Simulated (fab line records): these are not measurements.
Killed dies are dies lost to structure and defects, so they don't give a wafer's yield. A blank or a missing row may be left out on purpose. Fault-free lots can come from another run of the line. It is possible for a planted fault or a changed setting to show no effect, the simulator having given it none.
Which of the tools did it?    flow sky130    Sampling: 12 lots, 36 wafers, 3 of 708 route steps

WHAT EACH GAUGE READ, for each wafer
SKY_VIA2_THK_MEAS_23: measures by xrf. Usual: VIA2_W_THK gives 435 nm (standard deviation 6.9).
lot   measured      on             VIA2_W_THK (nm)  flag
L113  day 35 23:26  film-metro-02  439 434 431      
L114  day 36 02:59  film-metro-01  439 429 438      
L115  day 36 22:16  film-metro-01  435 434 436      
L117  day 37 12:09  film-metro-01  437 432 440      
L118  day 37 20:08  film-metro-01  430 433 424      
L119  day 38 04:32  film-metro-03  437 439 437      
L120  day 38 11:08  film-metro-03  443 440 442      
L121  day 38 12:35  film-metro-02  431 434 434      
L122  day 39 06:49  film-metro-02  429 429 426      
L126  day 40 03:46  film-metro-02  428 434 429      
L127  day 40 09:49  film-metro-03  436 441 438      
L135  day 43 02:51  film-metro-01  444 437 433      

EACH LOT AND THE TOOL THAT RAN IT (in order: tool; ch and the chambers of the sampled wafers; start)
lot   SKY_METAL2_SPUTTER_00         SKY_METAL2_DESCUM_17
L113  pvd-sputter-03, day 33 15:02  rie-metal-02 ch 0,1, day 34 17:47
L114  pvd-sputter-02, day 33 18:35  rie-metal-04 ch 0,1, day 34 21:20
L115  pvd-sputter-02, day 34 13:52  rie-metal-04 ch 0,1, day 35 16:38
L117  pvd-sputter-04, day 35 04:24  rie-metal-02 ch 0,1, day 36 07:50
L118  pvd-sputter-04, day 35 12:46  rie-metal-03 ch 0,1, day 36 15:38
L119  pvd-sputter-02, day 35 21:55  rie-metal-02 ch 0,1, day 36 23:59
L120  pvd-sputter-03, day 36 03:24  rie-metal-03 ch 0,1, day 37 06:09
L121  pvd-sputter-02, day 36 05:01  rie-metal-04 ch 0,1, day 37 07:05
L122  pvd-sputter-02, day 37 01:08  rie-metal-04 ch 0,1, day 38 03:18
L126  pvd-sputter-02, day 37 21:42  rie-metal-03 ch 0,1, day 39 00:29
L127  pvd-sputter-02, day 38 05:19  rie-metal-02 ch 0,1, day 39 06:56
L135  pvd-sputter-02, day 41 00:56  rie-metal-03 ch 0,1, day 42 00:59
- SKY_METAL2_SPUTTER_00: material Ti, target thk 15 nm, time 10 s.
- SKY_METAL2_DESCUM_17: chemistry O2, time 8 s.

WHAT THE TOOLS THEMSELVES READ (means of the sampled wafers that have a number; where no wafer has one, the mark that the record gives instead)
SKY_METAL2_SPUTTER_00. Usual: throttle-valve-pct reads 30.3 % (standard deviation 1.4).
lot   tool            throttle-valve-pct (%)  flag
L113  pvd-sputter-03  28.8                    
L114  pvd-sputter-02  30.5                    
L115  pvd-sputter-02  30.6                    
L117  pvd-sputter-04  30.5                    
L118  pvd-sputter-04  29.8                    
L119  pvd-sputter-02  31.7                    
L120  pvd-sputter-03  28.6                    
L121  pvd-sputter-02  30.6                    
L122  pvd-sputter-02  30.5                    
L126  pvd-sputter-02  31.8                    
L127  pvd-sputter-02  31.5                    
L135  pvd-sputter-02  31.5                    

SKY_METAL2_DESCUM_17. Usual: drypump-motor-current-A 5.7 A, standard deviation 0.52; oes-product-au 0.999 a.u., standard deviation 0.0076.
lot   tool          drypump-motor-current-A (A)  oes-product-au (a.u.)  flag
L113  rie-metal-02  5.8                          1.005                  
L114  rie-metal-04  6.1                          0.998                  
L115  rie-metal-04  6.1                          1.002                  
L117  rie-metal-02  5.9                          1.003                  
L118  rie-metal-03  5.3                          0.993                  
L119  rie-metal-02  5.9                          1.000                  
L120  rie-metal-03  5.1                          0.992                  
L121  rie-metal-04  6.4                          0.997                  
L122  rie-metal-04  6.1                          0.996                  
L126  rie-metal-03  5.1                          0.988                  
L127  rie-metal-02  5.8                          1.002                  
L135  rie-metal-03  5.1                          1.001                  

THE ANSWER, worked out from the rows above alone
Rule: a lot is off if the mean of its wafers that have a number lies more than 3 standard deviations from the usual mean. Also off: a lot with no number at a reading for which 4 or more lots have one. Where the step has rows for the other lots, those lots are counted as sound. After the gauges, taken in route order, come the tools' own readings; for these a lot's mean is taken, as printed above. The first step at which some lot is off is used, and at that step the reading that is off furthest; a lot without a number counts as furthest.
Across all readings shown, no lot is off: no conclusion can be drawn from this.

WHAT WAS PUT IN BY THE SIMULATOR
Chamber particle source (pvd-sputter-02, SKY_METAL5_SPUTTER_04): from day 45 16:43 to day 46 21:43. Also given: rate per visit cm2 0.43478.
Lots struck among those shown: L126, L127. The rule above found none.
